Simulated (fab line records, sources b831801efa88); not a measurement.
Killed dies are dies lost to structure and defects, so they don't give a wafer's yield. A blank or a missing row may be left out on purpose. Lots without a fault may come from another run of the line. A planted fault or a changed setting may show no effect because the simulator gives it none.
fab line records | flow sky130
record lots=5 wafers=15 last_day=50
route steps=708 shown VIA3@586 METAL4@598 CAP2M@603
lots that met no fault: from a run of the same line without faults
start_h: hours from the record's first day to the start of the lot's first wafer shown | wait_h: hours since the lot's step before | " the same as in the row above | L1.1+2: a row that stands for several wafers | - no value, or no start given | * or withheld: withheld | < > ~ a bound
route shown NAME@n: a module of which the file shows steps, and the number in the route of the first | usual: mean/standard deviation of fault-free wafers | same: alike in all rows | chamber/n: place in a boat | sites: the reading at each site | _std_site: their standard deviation | _edge_site: outer sites' mean less inner sites' | radius_mm: how far each site lies from the wafer's centre | mask NAME#n: copy n | behind: the tool/chamber that last shaped the wafer | hold: why the lot was held/for how many hours/how that ended | device: the transistor (n, p or np) that didn't switch | end of line: the same wafers' tests at the end of the route | a step without rows: its recipe alone | killed: dies lost to structure and defects at the first sort, not the wafer's yield | map: a wafer's dies, x killed, . not, _ none there
set.NAME: the setting as run; set.NAME@STEP: as run at that earlier step | model.NAME: the simulator's own value behind a step, which no gauge read
lots at some steps of the route; a table a step, a row a wafer
services: from which hour (start_h, from the record's first day; less than 0 if before it) a tool's chamber was out of use, for how many hours, and why
## steps
# step SKY_VIA3_OVL_MEAS_13
# usual VIA3_OVL=-3/5.6
# columns lot.wafer tool chamber start_h wait_h VIA3_OVL[nm]
L077.1 overlay-01 - 966.04 0.1 -8
L077.5 " - " " -11
L077.6 " - " " -2
L081.2 overlay-02 - 982.84 0.1 -3
L081.3 " - " " 1
L081.5 " - " " -1
L087.1 overlay-01 - 1018.43 0.1 -4
L087.3 " - " " -7
L087.5 " - " " -4
L090.3 overlay-02 - 1040.85 0.1 -8
L090.5 " - " " -11
L090.6 " - " " -10
L097.3 overlay-02 - 1086.45 0.1 -1
L097.4 " - " " -6
L097.5 " - " " -1
# step SKY_VIA3_ETCH_14
# recipe chemistry=N2/H2 target=BARC ion_energy_ev=200 source_w=500 bias_w=100 pressure_mtorr=30 n2_flow_sccm=100 h2_flow_sccm=200 stop_on=SiO2 time_s=45.9 target_depth_a=600
# usual drypump_motor_current_A=5.9/0.38 oes_product_au=0.855/0.0039 rf_fwd_power_W=494.3/2.2 throttle_valve_pct=13.225/0.0082
# columns lot.wafer tool chamber start_h wait_h drypump_motor_current_A oes_product_au rf_fwd_power_W rf_hours_counter_h throttle_valve_pct
L077.1 rie_diel-01 3 966.07 0.0 5.2 0.857 490.3 13 13.229
L077.5 " 1 " " 5.8 0.855 495.6 - 13.226
L077.6 " 2 " " 6.0 0.859 495.0 - 13.224
L081.2 rie_diel-01 3 982.87 0.0 5.2 0.857 491.8 14 13.224
L081.3 " 2 " " 6.1 0.848 494.9 24 13.214
L081.5 " 2 " " 6.1 0.856 494.7 - 13.213
L087.1 rie_diel-01 2 1018.47 0.0 6.0 0.856 498.7 26 13.225
L087.3 " 0 " " 5.6 0.851 491.0 20 13.227
L087.5 " 3 " " 5.3 0.854 492.2 - 13.236
L090.3 rie_diel-03 0 1040.87 0.0 6.2 0.852 492.6 17 13.237
L090.5 " 0 " " 6.2 0.858 495.8 - 13.202
L090.6 " 3 " " 6.4 0.865 497.4 - 13.217
L097.3 rie_diel-01 0 1086.47 0.0 5.6 0.852 491.0 23 13.237
L097.4 " 3 " " 5.3 0.847 492.5 - 13.226
L097.5 " 1 " " 5.8 0.858 495.9 - 13.224
# step SKY_VIA3_ETCH_15
# recipe target=SiO2 chemistry=C4F8/O2/Ar target_depth_nm=507 stop_on=TiN mask_material=KrF-thick source_w=1500 bias_w=1200 pressure_mtorr=40 c4f8_flow_sccm=withheld O2_flow_sccm=6 Ar_flow_sccm=300 time_s=78
# usual oes_product_au=0.947/0.0047 rf_fwd_power_W=1488/6.4
# columns lot.wafer tool chamber start_h wait_h oes_product_au rf_fwd_power_W rf_hours_counter_h
L077.1 rie_diel-01 3 966.11 0.0 0.946 1473 13
L077.5 " 1 " " 0.952 1489 -
L077.6 " 2 " " 0.940 1493 -
L081.2 rie_diel-01 3 982.91 0.0 0.944 1483 14
L081.3 " 2 " " 0.951 1491 24
L081.5 " 2 " " 0.955 1491 -
L087.1 rie_diel-01 2 1018.51 0.0 0.949 1480 26
L087.3 " 0 " " 0.950 1504 20
L087.5 " 3 " " 0.948 1475 -
L090.3 rie_diel-03 0 1040.91 0.0 0.937 1496 17
L090.5 " 0 " " 0.943 1492 -
L090.6 " 3 " " 0.946 1489 -
L097.3 rie_diel-01 0 1086.51 0.0 0.937 1483 23
L097.4 " 3 " " 0.945 1478 -
L097.5 " 1 " " 0.941 1493 -
# step SKY_VIA3_STRIP_16
# recipe chemistry=O2/N2 power_w=1400 pressure_mtorr=1500 platen_temp_c=withheld o2_flow_sccm=3000 n2_flow_sccm=300 overash_fraction=0.5
# usual drypump_motor_current_A=5.6/0.31 oes_product_au=0.402/0.0048 strip_time_to_endpoint_s=4.13/0.033
# same overash_fraction=0.5
# columns lot.wafer tool chamber start_h wait_h drypump_motor_current_A oes_product_au rf_hours_counter_h strip_time_to_endpoint_s
L077.1 plasma_asher-04 0 966.17 0.0 5.2 0.396 52 4.06
L077.5 " 1 " " 5.9 0.401 - 4.05
L077.6 " 0 " " 5.2 0.396 - 4.08
L081.2 plasma_asher-03 1 982.97 0.0 5.3 0.396 25 4.11
L081.3 " 0 " " 5.3 0.393 - 4.10
L081.5 " 1 " " 5.3 0.399 - 4.11
L087.1 plasma_asher-02 0 1018.57 0.0 5.9 0.402 95 4.10
L087.3 " 0 " " 5.9 0.401 - 4.13
L087.5 " 0 " " 5.9 0.399 - 4.11
L090.3 plasma_asher-04 1 1041.00 0.1 6.0 0.397 - 4.13
L090.5 " 1 " " 5.9 0.395 - 4.13
L090.6 " 0 " " 5.2 0.404 - 4.17
L097.3 plasma_asher-03 0 1086.60 0.1 5.2 0.397 - 4.11
L097.4 " 1 " " 5.3 0.397 - 4.12
L097.5 " 1 " " 5.3 0.406 - 4.07
# step SKY_VIA3_STRIP_17
# recipe chemistry=post_etch_residue_remover time_s=1200 temp_c=72.5
# usual temp_c=72.49/0.11
# columns lot.wafer tool chamber start_h wait_h temp_c
L077.1 wet_bench-02 1 966.27 0.1 72.33
L077.5 " 1 " " 72.34
L077.6 " 1 " " 72.33
L081.2 wet_bench-04 3 983.07 0.1 72.61
L081.3 " 3 " " 72.44
L081.5 " 3 " " 72.57
L087.1 wet_bench-02 1 1018.67 0.1 72.39
L087.3 " 1 " " 72.44
L087.5 " 1 " " 72.41
L090.3 wet_bench-03 0 1041.07 0.0 72.36
L090.5 " 0 " " 72.67
L090.6 " 0 " " 72.39
L097.3 wet_bench-02 2 1086.75 0.1 72.56
L097.4 " 2 " " 72.64
L097.5 " 2 " " 72.65
# step SKY_VIA3_CLEAN_18
# recipe chemistry=IPA time_s=180 temp_c=25
# usual temp_c=25.01/0.12
# columns lot.wafer tool chamber start_h wait_h temp_c
L077.1 wet_bench-04 1 966.62 0.0 25.36
L077.5 " 1 " " 25.24
L077.6 " 1 " " 25.24
L081.2 wet_bench-02 0 983.42 0.0 25.04
L081.3 " 0 " " 25.25
L081.5 " 0 " " 25.17
L087.1 wet_bench-03 1 1019.04 0.0 24.95
L087.3 " 1 " " 25.04
L087.5 " 1 " " 24.98
L090.3 wet_bench-03 0 1041.41 0.0 25.16
L090.5 " 0 " " 25.10
L090.6 " 0 " " 25.24
L097.3 wet_bench-02 1 1087.09 0.0 25.14
L097.4 " 1 " " 25.31
L097.5 " 1 " " 25.10
# step SKY_VIA3_CLEAN_19
# recipe chemistry=O3/DIW dry=n2_spin
# columns lot.wafer tool chamber start_h wait_h
L077.1+5+6 wet_bench-03 3 966.68 0.0
L081.2+3+5 wet_bench-03 0 983.49 0.0
L087.1+3+5 wet_bench-04 3 1019.10 0.0
L090.3+5+6 wet_bench-03 1 1041.47 0.0
L097.3+4+5 wet_bench-04 2 1087.15 0.0
# step SKY_VIA3_SPUTTER_20
# recipe material=TiN target_thk_nm=20 chamber_pressure_pa=5 power_w=4000 time_s=80
# usual cathode_dc_power_W=4000.0/0.73 throttle_valve_pct=30.5/0.94
# columns lot.wafer tool chamber start_h wait_h cathode_dc_power_W throttle_valve_pct
L077.1 pvd_sputter-03 - 966.78 0.0 4000.6 29.8
L077.5 " - " " 3999.7 29.3
L077.6 " - " " 4000.1 30.5
L081.2 pvd_sputter-03 - 983.58 0.0 4000.0 29.5
L081.3 " - " " 3999.7 30.5
L081.5 " - " " 4000.3 30.3
L087.1 pvd_sputter-01 - 1019.19 0.0 3999.0 30.8
L087.3 " - " " 3999.6 29.1
L087.5 " - " " 3999.6 29.0
L090.3 pvd_sputter-03 - 1041.56 0.0 3999.0 29.5
L090.5 " - " " 4000.7 30.1
L090.6 " - " " 3999.7 29.6
L097.3 pvd_sputter-03 - 1087.24 0.0 3999.3 29.7
L097.4 " - " " 4001.3 29.4
L097.5 " - " " 3998.8 29.8
# step SKY_VIA3_CVD_21
# recipe material=W target_thk_nm=390 time_s=117.31 temp_c=400 pressure_torr=40
# usual heater_power_outer_w=469/39 heater_power_w=762/88
# columns lot.wafer tool chamber start_h wait_h heater_power_outer_w heater_power_w
L077.1 cvd_w-02 0 966.84 0.0 450 729
L077.5 " 1 " " 447 745
L077.6 " 0 " " 449 729
L081.2 cvd_w-02 0 983.64 0.0 447 731
L081.3 " 1 " " 455 745
L081.5 " 0 " " 437 701
L087.1 cvd_w-01 1 1019.26 0.0 554 888
L087.3 " 0 " " 433 667
L087.5 " 1 " " 524 902
L090.3 cvd_w-02 0 1041.67 0.1 442 732
L090.5 " 0 " " 459 734
L090.6 " 1 " " 446 757
L097.3 cvd_w-02 1 1087.34 0.1 456 728
L097.4 " 0 " " 463 759
L097.5 " 0 " " 445 729
# step SKY_VIA3_RS_MEAS_22
# recipe thk_meas_gauge=four-point-probe reads=W_of_VIA3_CVD_21+TiN_of_VIA3_SPUTTER_20
# usual VIA3_W_RS=0.297/0.0043
# columns lot.wafer tool chamber start_h wait_h VIA3_W_RS[ohm/sq]
L077.1 film_metro-04 - 966.96 0.1 0.292
L077.5 " - " " 0.291
L077.6 " - " " 0.294
L081.2 film_metro-04 - 983.78 0.1 0.293
L081.3 " - " " 0.291
L081.5 " - " " 0.292
L087.1 film_metro-04 - 1019.38 0.1 0.304
L087.3 " - " " 0.301
L087.5 " - " " 0.300
L090.3 film_metro-04 - 1041.79 0.1 0.294
L090.5 " - " " 0.294
L090.6 " - " " 0.294
L097.3 film_metro-01 - 1087.46 0.1 0.296
L097.4 " - " " 0.292
L097.5 " - " " 0.294
# step SKY_VIA3_THK_MEAS_23
# recipe thk_meas_gauge=xrf reads=W_of_VIA3_CVD_21
# usual VIA3_W_THK=380/6.3
# columns lot.wafer tool chamber start_h wait_h VIA3_W_THK[nm]
L077.1 film_metro-04 - 967.08 0.1 386
L077.5 " - " " 389
L077.6 " - " " 383
L081.2 film_metro-04 - 983.89 0.1 384
L081.3 " - " " 387
L081.5 " - " " 386
L087.1 film_metro-04 - 1019.50 0.1 372
L087.3 " - " " 374
L087.5 " - " " 374
L090.3 film_metro-04 - 1041.89 0.1 381
L090.5 " - " " 384
L090.6 " - " " 381
L097.3 film_metro-01 - 1087.56 0.1 380
L097.4 " - " " 380
L097.5 " - " " 380
# step SKY_VIA3_CMP_24
# recipe stop_on=SiO2 t_overpolish_s=20 down_force_psi=3.5 platen_rpm=60 target_thk_nm=0 pad_velocity_m_s=0.94248
# usual head_pressure_psi=3.500/0.0075 motor_current_A=11.2/0.8 overpolish_run_s=20.000/0.0083 platen_rpm=60.00/0.046 time_to_endpoint_s=93/3.9
# columns lot.wafer tool chamber start_h wait_h head_pressure_psi motor_current_A overpolish_run_s platen_rpm time_to_endpoint_s
L077.1 cmp-02 0 967.24 0.1 3.517 11.2 19.997 59.94 96
L077.6 " 2 " " 3.506 12.1 20.013 60.00 90
L077.5 " 3 " " 3.502 11.6 20.004 59.98 89
L081.3 cmp-02 3 983.99 0.1 3.493 11.4 20.003 59.97 88
L081.2 " 0 " " 3.507 11.1 19.987 60.00 95
L081.5 " 3 " " 3.504 12.1 19.985 59.94 87
L087.1 cmp-01 0 1019.68 0.2 3.507 10.3 19.995 59.95 99
L087.3 " 1 " " 3.503 12.7 20.001 59.89 91
L087.5 " 0 " " 3.499 10.6 19.989 59.97 97
L090.3 cmp-01 2 1041.93 0.0 3.507 9.6 20.002 60.04 95
L090.5 " 2 " " 3.500 10.0 19.979 60.00 99
L090.6 " 3 " " 3.508 11.0 19.988 60.00 93
L097.4 cmp-02 2 1088.11 0.5 3.509 12.0 19.994 60.08 92
L097.3 " 3 " " 3.499 12.1 20.013 60.04 85
L097.5 " 3 " " 3.497 11.7 20.003 59.97 89
# step SKY_METAL4_SPUTTER_00
# recipe material=Ti target_thk_nm=15 power_w=3000 time_s=10 chamber_pressure_pa=0.4
# usual cathode_dc_power_W=3000.0/0.59 throttle_valve_pct=30.5/1.1
# columns lot.wafer tool chamber start_h wait_h cathode_dc_power_W throttle_valve_pct
L077.1 pvd_sputter-02 - 967.44 0.1 2999.7 29.4
L077.5 " - " " 3000.2 29.6
L077.6 " - " " 3000.2 29.0
L081.2 pvd_sputter-04 - 984.24 0.1 2999.8 32.1
L081.3 " - " " 3000.3 31.6
L081.5 " - " " 3000.9 30.0
L087.1 pvd_sputter-04 - 1019.98 0.2 2999.8 31.6
L087.3 " - " " 3000.8 31.7
L087.5 " - " " 3000.5 31.6
L090.3 pvd_sputter-01 - 1042.23 0.2 3000.5 31.1
L090.5 " - " " 3000.1 31.1
L090.6 " - " " 2999.2 30.2
L097.3 pvd_sputter-01 - 1088.41 0.2 3000.2 29.1
L097.4 " - " " 3000.2 31.1
L097.5 " - " " 3000.0 29.0
# step SKY_METAL4_SPUTTER_01
# recipe material=TiN target_thk_nm=20 power_w=6500 time_s=16.7 chamber_pressure_pa=0.4
# usual cathode_dc_power_W=6500.0/1.1 throttle_valve_pct=30.5/1.1
# columns lot.wafer tool chamber start_h wait_h cathode_dc_power_W throttle_valve_pct
L077.1 pvd_sputter-02 - 967.47 0.0 6501.0 29.7
L077.5 " - " " 6499.3 29.5
L077.6 " - " " 6501.3 29.1
L081.2 pvd_sputter-04 - 984.26 0.0 6497.9 32.3
L081.3 " - " " 6501.4 31.7
L081.5 " - " " 6499.1 29.7
L087.1 pvd_sputter-04 - 1020.00 0.0 6502.4 31.8
L087.3 " - " " 6498.4 31.8
L087.5 " - " " 6500.2 31.4
L090.3 pvd_sputter-01 - 1042.25 0.0 6499.8 31.0
L090.5 " - " " 6499.2 30.9
L090.6 " - " " 6499.3 30.0
L097.3 pvd_sputter-01 - 1088.44 0.0 6499.7 29.0
L097.4 " - " " 6499.9 31.0
L097.5 " - " " 6499.1 29.3
# step SKY_METAL4_SPUTTER_02
# recipe material=AlCu target_thk_nm=735 power_w=10600 time_s=39.1 chamber_pressure_pa=0.4
# usual cathode_dc_power_W=10600/1.9 throttle_valve_pct=30.5/1.2
# columns lot.wafer tool chamber start_h wait_h cathode_dc_power_W throttle_valve_pct
L077.1 pvd_sputter-02 - 967.49 0.0 10602 29.8
L077.5 " - " " 10596 29.7
L077.6 " - " " 10602 29.0
L081.2 pvd_sputter-04 - 984.29 0.0 10602 32.2
L081.3 " - " " 10600 31.4
L081.5 " - " " 10598 30.0
L087.1 pvd_sputter-04 - 1020.02 0.0 10598 31.6
L087.3 " - " " 10599 31.5
L087.5 " - " " 10601 31.6
L090.3 pvd_sputter-01 - 1042.28 0.0 10600 30.6
L090.5 " - " " 10602 30.9
L090.6 " - " " 10598 30.2
L097.3 pvd_sputter-01 - 1088.46 0.0 10599 29.2
L097.4 " - " " 10600 30.8
L097.5 " - " " 10603 29.4
# step SKY_METAL4_SPUTTER_03
# recipe material=Ti target_thk_nm=5 power_w=3000 time_s=3.3 chamber_pressure_pa=0.4
# usual cathode_dc_power_W=3000.0/0.56 throttle_valve_pct=30.5/1.1
# columns lot.wafer tool chamber start_h wait_h cathode_dc_power_W throttle_valve_pct
L077.1 pvd_sputter-02 - 967.53 0.0 2999.9 29.4
L077.5 " - " " 2998.6 29.8
L077.6 " - " " 2999.5 29.1
L081.2 pvd_sputter-04 - 984.33 0.0 3000.4 32.2
L081.3 " - " " 2999.6 31.7
L081.5 " - " " 3000.4 30.0
L087.1 pvd_sputter-04 - 1020.06 0.0 3000.6 31.5
L087.3 " - " " 3000.7 31.7
L087.5 " - " " 2999.0 31.7
L090.3 pvd_sputter-01 - 1042.31 0.0 3000.1 31.1
L090.5 " - " " 2999.6 31.0
L090.6 " - " " 2999.8 30.2
L097.3 pvd_sputter-01 - 1088.50 0.0 3001.0 29.0
L097.4 " - " " 2998.4 31.1
L097.5 " - " " 2999.6 29.1
# step SKY_METAL4_SPUTTER_04
# recipe material=TiN target_thk_nm=70 power_w=6500 time_s=58.3 chamber_pressure_pa=0.4
# usual cathode_dc_power_W=6499.9/1.1 throttle_valve_pct=30.5/1.1
# columns lot.wafer tool chamber start_h wait_h cathode_dc_power_W throttle_valve_pct
L077.1 pvd_sputter-02 - 967.55 0.0 6499.9 29.7
L077.5 " - " " 6500.1 29.3
L077.6 " - " " 6500.5 29.2
L081.2 pvd_sputter-04 - 984.35 0.0 6498.0 31.9
L081.3 " - " " 6501.2 31.5
L081.5 " - " " 6498.8 29.9
L087.1 pvd_sputter-04 - 1020.08 0.0 6502.3 31.8
L087.3 " - " " 6498.0 31.6
L087.5 " - " " 6499.4 31.9
L090.3 pvd_sputter-01 - 1042.33 0.0 6499.8 31.1
L090.5 " - " " 6501.3 30.9
L090.6 " - " " 6500.3 30.3
L097.3 pvd_sputter-01 - 1088.52 0.0 6500.1 29.1
L097.4 " - " " 6499.3 30.9
L097.5 " - " " 6501.9 29.1
# step SKY_CAP2M_CVD_00
# recipe material=SiO2 target_thk_nm=15.5 temp_c=400 time_s=withheld rf_w=450
# usual heater_power_outer_w=432/66 heater_power_w=716/99 rf_fwd_power_W=441.0/2.5
# columns lot.wafer tool chamber start_h wait_h heater_power_outer_w heater_power_w rf_fwd_power_W
L077.1 pecvd-03 2 967.60 0.0 446 759 437.5
L077.5 " 1 " " 444 736 441.3
L077.6 " 2 " " 444 750 437.3
L081.2 pecvd-03 1 984.40 0.0 528 887 438.8
L081.3 " 0 " " 462 707 446.3
L081.5 " 1 " " 538 849 439.0
L087.1 pecvd-04 0 1020.13 0.0 468 829 439.3
L087.3 " 1 " " 314 539 443.9
L087.5 " 2 " " 393 655 438.1
L090.3 pecvd-01 0 1042.38 0.0 307 527 441.3
L090.5 " 0 " " 299 522 440.9
L090.6 " 2 " " 486 773 441.2
L097.3 pecvd-04 0 1088.57 0.0 490 846 437.5
L097.4 " 0 " " 496 839 437.0
L097.5 " 1 " " 368 613 446.3
# step SKY_CAP2M_THK_MEAS_01
# recipe reads=SiO2_of_CAP2M_CVD_00
# usual CAP2M_CVD_00_THK=15.53/0.27
# columns lot.wafer tool chamber start_h wait_h CAP2M_CVD_00_THK[nm]
L077.1 film_metro-03 - 967.62 - 15.57
L077.5 " - " " 15.80
L077.6 " - " " 15.85
L081.2 film_metro-04 - 984.43 - 15.41
L081.3 " - " " 15.48
L081.5 " - " " 15.64
L087.1 film_metro-02 - 1020.15 - 15.48
L087.3 " - " " 15.87
L087.5 " - " " 15.64
L090.3 film_metro-02 - 1042.42 - 15.19
L090.5 " - " " 15.53
L090.6 " - " " 15.56
L097.3 film_metro-02 - 1088.61 - 15.21
L097.4 " - " " 15.54
L097.5 " - " " 15.97
# step SKY_CAP2M_SPUTTER_02
# recipe material=TiN target_thk_nm=200 temp_c=300 power_w=6500 time_s=166.7 chamber_pressure_pa=0.4
# usual cathode_dc_power_W=6500.0/1.2 throttle_valve_pct=30.5/1.1
# columns lot.wafer tool chamber start_h wait_h cathode_dc_power_W throttle_valve_pct
L077.1 pvd_sputter-03 - 967.68 0.1 6500.9 29.1
L077.5 " - " " 6498.8 30.1
L077.6 " - " " 6499.5 29.5
L081.2 pvd_sputter-02 - 984.48 0.0 6500.6 29.4
L081.3 " - " " 6500.8 29.7
L081.5 " - " " 6501.3 29.7
L087.1 pvd_sputter-03 - 1020.21 0.1 6500.8 30.2
L087.3 " - " " 6501.8 29.6
L087.5 " - " " 6501.3 29.5
L090.3 pvd_sputter-02 - 1042.46 0.0 6499.8 29.9
L090.5 " - " " 6499.1 29.6
L090.6 " - " " 6498.7 32.3
L097.3 pvd_sputter-03 - 1088.69 0.1 6498.8 30.0
L097.4 " - " " 6500.2 29.0
L097.5 " - " " 6501.2 29.2
# step SKY_CAP2M_RS_MEAS_03
# recipe thk_meas_gauge=four-point-probe reads=TiN_of_CAP2M_SPUTTER_02
# usual CAP2M_TIN_RS=6.90/0.082
# columns lot.wafer tool chamber start_h wait_h CAP2M_TIN_RS[ohm/sq]
L077.1 film_metro-02 - 967.79 0.1 6.93
L077.5 " - " " 6.93
L077.6 " - " " 6.92
L081.2 film_metro-02 - 984.61 0.1 6.89
L081.3 " - " " 7.03
L081.5 " - " " 6.99
L087.1 film_metro-03 - 1020.32 0.1 6.97
L087.3 " - " " 6.90
L087.5 " - " " 6.89
L090.3 film_metro-04 - 1042.61 0.1 6.92
L090.5 " - " " 6.97
L090.6 " - " " 6.85
L097.3 film_metro-02 - 1088.84 0.1 7.01
L097.4 " - " " 7.01
L097.5 " - " " 6.86
# step SKY_CAP2M_THK_MEAS_04
# recipe thk_meas_gauge=xrf reads=TiN_of_CAP2M_SPUTTER_02
# usual CAP2M_TIN_THK=199.8/2.4
# columns lot.wafer tool chamber start_h wait_h CAP2M_TIN_THK[nm]
L077.1 film_metro-02 - 967.91 0.1 198.4
L077.5 " - " " 198.9
L077.6 " - " " 198.7
L081.2 film_metro-02 - 984.72 0.1 200.8
L081.3 " - " " 196.9
L081.5 " - " " 197.3
L087.1 film_metro-03 - 1020.44 0.1 198.6
L087.3 " - " " 200.3
L087.5 " - " " 201.3
L090.3 film_metro-04 - 1042.71 0.1 200.3
L090.5 " - " " 198.5
L090.6 " - " " 202.4
L097.3 film_metro-02 - 1088.94 0.1 195.6
L097.4 " - " " 196.6
L097.5 " - " " 200.1
# step SKY_CAP2M_DEHYDRATE_05
# recipe temp_c=200 time_s=60
# usual resist_line_temp_C=23.01/0.11
# columns lot.wafer tool chamber start_h wait_h resist_line_temp_C
L077.1 litho_track-04 0 978.99 11.1 23.05
L077.5 " 0 " " 22.97
L077.6 " 0 " " 22.98
L081.2 litho_track-01 0 995.32 10.6 22.93
L081.3 " 0 " " 22.88
L081.5 " 0 " " 22.88
L087.1 litho_track-04 0 1031.09 10.6 23.14
L087.3 " 0 " " 22.98
L087.5 " 0 " " 22.92
L090.3 litho_track-04 0 1053.84 11.1 23.03
L090.5 " 0 " " 22.99
L090.6 " 0 " " 22.98
L097.3 litho_track-01 0 1098.60 9.6 23.11
L097.4 " 0 " " 22.91
L097.5 " 0 " " 22.86
# step SKY_CAP2M_HMDS_06
# recipe prime_time_s=60 prime_temp_c=120
# usual resist_line_temp_C=23.00/0.097
# columns lot.wafer tool chamber start_h wait_h resist_line_temp_C
L077.1 litho_track-04 0 979.14 0.1 23.01
L077.5 " 0 " " 23.09
L077.6 " 0 " " 22.89
L081.2 litho_track-01 0 995.47 0.1 23.10
L081.3 " 0 " " 23.12
L081.5 " 0 " " 23.09
L087.1 litho_track-04 0 1031.24 0.1 22.92
L087.3 " 0 " " 22.93
L087.5 " 0 " " 23.00
L090.3 litho_track-04 0 1053.99 0.1 22.93
L090.5 " 0 " " 23.02
L090.6 " 0 " " 22.87
L097.3 litho_track-01 0 1098.75 0.1 22.95
L097.4 " 0 " " 22.94
L097.5 " 0 " " 23.07
# step SKY_CAP2M_COAT_07
# recipe resist=NOVOLAK spin_rpm=3000 resist_thk_nm=1140
# usual resist_line_temp_C=23.00/0.1
# columns lot.wafer tool chamber start_h wait_h resist_line_temp_C
L077.1 litho_track-04 0 979.29 0.1 23.08
L077.5 " 0 " " 23.03
L077.6 " 0 " " 22.87
L081.2 litho_track-01 0 995.62 0.1 23.07
L081.3 " 0 " " 22.83
L081.5 " 0 " " 23.01
L087.1 litho_track-04 0 1031.39 0.1 23.10
L087.3 " 0 " " 23.08
L087.5 " 0 " " 23.01
L090.3 litho_track-04 0 1054.14 0.1 22.94
L090.5 " 0 " " 23.04
L090.6 " 0 " " 23.00
L097.3 litho_track-01 0 1098.90 0.1 22.97
L097.4 " 0 " " 22.99
L097.5 " 0 " " 23.06
# step SKY_CAP2M_SOFTBAKE_08
# recipe temp_c=90 time_s=60 resist=NOVOLAK
# usual resist_line_temp_C=22.98/0.088
# columns lot.wafer tool chamber start_h wait_h resist_line_temp_C
L077.1 litho_track-04 0 979.44 0.1 22.81
L077.5 " 0 " " 23.00
L077.6 " 0 " " 22.89
L081.2 litho_track-01 0 995.77 0.1 22.91
L081.3 " 0 " " 22.82
L081.5 " 0 " " 22.92
L087.1 litho_track-04 0 1031.54 0.1 23.06
L087.3 " 0 " " 23.01
L087.5 " 0 " " 22.94
L090.3 litho_track-04 0 1054.29 0.1 22.98
L090.5 " 0 " " 23.01
L090.6 " 0 " " 23.10
L097.3 litho_track-01 0 1099.05 0.1 22.91
L097.4 " 0 " " 22.91
L097.5 " 0 " " 22.96
# step SKY_CAP2M_EXPOSE_09
# recipe mask_id=CAP2M na=0.6 source_shape=conventional sigma_outer=0.6 polarization=unpolarized target_cd_nm=1000 dose_mj=159
# usual reticle_temp_C=23.01/0.1
# columns lot.wafer tool chamber start_h wait_h mask reticle_temp_C
L077.1 iline_stepper-02 0 - - CAP2M#0 22.79
L077.5 " 0 " " CAP2M#0 22.98
L077.6 " 0 " " CAP2M#0 23.03
L081.2 iline_stepper-02 0 - - CAP2M#0 23.05
L081.3 " 0 " " CAP2M#0 22.93
L081.5 " 0 " " CAP2M#0 22.95
L087.1 iline_stepper-02 0 - - CAP2M#0 23.18
L087.3 " 0 " " CAP2M#0 23.11
L087.5 " 0 " " CAP2M#0 23.11
L090.3 iline_stepper-02 0 - - CAP2M#0 23.03
L090.5 " 0 " " CAP2M#0 22.88
L090.6 " 0 " " CAP2M#0 23.02
L097.3 iline_stepper-02 0 - - CAP2M#0 23.11
L097.4 " 0 " " CAP2M#0 23.04
L097.5 " 0 " " CAP2M#0 23.13
# step SKY_CAP2M_PEB_10
# recipe temp_c=withheld time_s=* resist=NOVOLAK
# usual resist_line_temp_C=*
# columns lot.wafer tool chamber start_h wait_h resist_line_temp_C
L077.1 litho_track-01 0 - - *
L077.5 " 0 " " *
L077.6 " 0 " " *
L081.2 litho_track-01 0 - - *
L081.3 " 0 " " *
L081.5 " 0 " " *
L087.1 litho_track-01 0 - - *
L087.3 " 0 " " *
L087.5 " 0 " " *
L090.3 litho_track-01 0 - - *
L090.5 " 0 " " *
L090.6 " 0 " " *
L097.3 litho_track-04 0 - - *
L097.4 " 0 " " *
L097.5 " 0 " " *
# step SKY_CAP2M_DEVELOP_11
# recipe resist=NOVOLAK developer=TMAH develop_time_s=60 dev_temp_c=23
# usual resist_line_temp_C=23.01/0.093
# columns lot.wafer tool chamber start_h wait_h resist_line_temp_C
L077.1 litho_track-01 0 990.70 0.1 23.03
L077.5 " 0 " " 22.89
L077.6 " 0 " " 23.00
L081.2 litho_track-01 0 1007.57 0.1 23.09
L081.3 " 0 " " 22.98
L081.5 " 0 " " 22.99
L087.1 litho_track-01 0 1041.75 0.1 23.00
L087.3 " 0 " " 23.14
L087.5 " 0 " " 23.12
L090.3 litho_track-01 0 1063.75 0.1 22.94
L090.5 " 0 " " 23.07
L090.6 " 0 " " 22.96
L097.3 litho_track-04 0 1108.69 0.1 22.94
L097.4 " 0 " " 23.05
L097.5 " 0 " " 22.78
# step SKY_CAP2M_OVL_MEAS_12
# usual CAP2M_OVL=-1.1/1.3
# columns lot.wafer tool chamber start_h wait_h CAP2M_OVL[nm]
L077.1 overlay-01 - 990.85 0.1 0.7
L077.5 " - " " -1.4
L077.6 " - " " 0.4
L081.2 overlay-01 - 1007.70 0.1 -0.3
L081.3 " - " " -1.8
L081.5 " - " " -0.9
L087.1 overlay-02 - 1041.90 0.1 -2.5
L087.3 " - " " -1.0
L087.5 " - " " -2.1
L090.3 overlay-02 - 1063.86 0.1 -0.6
L090.5 " - " " -1.1
L090.6 " - " " -1.1
L097.3 overlay-02 - 1108.81 0.1 -2.5
L097.4 " - " " -3.5
L097.5 " - " " -3.6
## services
# columns tool chamber start_h hours kind
cvd_w-02 - 946.42 6.0 pm
pecvd-04 - 968.15 6.0 pm
pvd_sputter-01 - 974.30 11.3 repair
pvd_sputter-03 - 989.84 2.7 repair
rie_diel-03 0 992.67 10.2 repair
rie_diel-03 - 994.00 24.8 repair
rie_diel-01 0 998.69 10.5 repair
wet_bench-02 - 1014.29 1.9 repair
cmp-02 - 1014.86 12.2 pm
plasma_asher-03 - 1015.18 28.1 pm
rie_diel-03 - 1016.12 1.1 repair
iline_stepper-02 - 1016.25 4.2 repair
rie_diel-01 2 1019.84 11.0 repair
rie_diel-03 - 1024.45 0.3 repair
rie_diel-01 - 1027.57 0.4 repair
pecvd-03 - 1033.00 1.7 repair
pvd_sputter-04 - 1037.28 1.0 repair
cmp-02 - 1041.26 3.0 pm
wet_bench-04 - 1050.87 6.0 repair
pvd_sputter-02 - 1067.28 1.7 repair
pvd_sputter-01 - 1069.32 1.1 repair
cvd_w-02 0 1069.57 4.7 repair
cmp-02 - 1084.11 4.0 pm
rie_diel-01 1 1098.98 2.5 repair
## key
fault none
